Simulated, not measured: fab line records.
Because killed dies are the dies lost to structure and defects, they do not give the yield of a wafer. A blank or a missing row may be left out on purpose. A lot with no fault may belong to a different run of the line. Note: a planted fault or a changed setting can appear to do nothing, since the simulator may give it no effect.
Which of the tools did it?    flow gf180mcu    18 wafers from 6 lots sampled at 3 of the route's 602 steps

== WHAT EACH GAUGE READ, for each wafer ==
GF_V1_RS_MEAS_24: measurement is done with a four-point probe.
lot   measured      on             V1_W_RS (ohm/sq)
L248  day 19 00:26  film-metro-03  0.324 0.316 0.330
L251  day 20 03:19  film-metro-04  0.316 0.313 0.315
L253  day 21 01:34  film-metro-03  0.327 0.326 0.325
L258  day 22 14:55  film-metro-04  0.477 0.458 0.457
L264  day 25 12:37  film-metro-04  0.319 0.329 0.319
L268  day 26 10:07  film-metro-01  0.326 0.326 0.314

== WHAT TOOL EACH LOT RAN ON (gives the tool, then ch and the chambers of the sampled wafers, and finally the start) ==
lot   GF_V1_SPUTTER_22              GF_V1_CVD_23
L248  pvd-sputter-02, day 19 00:16  cvd-w-02 ch 0,1, day 19 00:19
L251  pvd-sputter-02, day 20 03:10  cvd-w-02 ch 0, day 20 03:13
L253  pvd-sputter-03, day 21 01:22  cvd-w-01 ch 0,1, day 21 01:27
L258  pvd-sputter-03, day 22 14:44  cvd-w-01 ch 0,1, day 22 14:47
L264  pvd-sputter-01, day 25 12:28  cvd-w-02 ch 0,1, day 25 12:31
L268  pvd-sputter-03, day 26 09:57  cvd-w-02 ch 0,1, day 26 09:59
- GF_V1_SPUTTER_22: material TiN, target thk 10 nm, time 40 s.
- GF_V1_CVD_23: deposits W, target thk 350 nm, time 105.05 s.

== THE ANSWER, worked out from the rows above alone ==
Rule: what is usual is taken from the lots themselves. The widest of any qualifying gaps counts: lots, ordered by their means at a reading, are off when they make up no more than a third of the lots, leave a main group of 4 or more, and stand apart from it by 3 or more times the standard deviation of that group's means. The tables above print the reading to a certain number of digits; a main group whose means all agree to those digits is not used. A lot without any number at a reading at which 4 lots or more have one is off too. The other lots that the step has rows for count as sound.
Off: L258, at GF_V1_RS_MEAS_24 (V1_W_RS). The main group has a mean of 0.322 ohm/sq with a standard deviation of 0.0038.
If a tool, at a process step before that reading, ran all the lots that are off and no sound lot after the first of them, it fits. Gauges at GF_V1_RS_MEAS_24: tried the same way as those tools. One fits: cvd-w-01 at GF_V1_CVD_23. A fault onset in the window from L253 (day 21 01:27, its last sound lot) to L258 (day 22 14:47, its first lot off) fits.

== WHAT THE SIMULATOR HAD PUT IN ==
Site profile drift: cvd-w-01, from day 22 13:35 on, at GF_V1_CVD_23. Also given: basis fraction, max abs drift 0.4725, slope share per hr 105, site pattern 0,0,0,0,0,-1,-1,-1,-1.
Lots struck among those shown: L258. The rule given above showed the same thing.
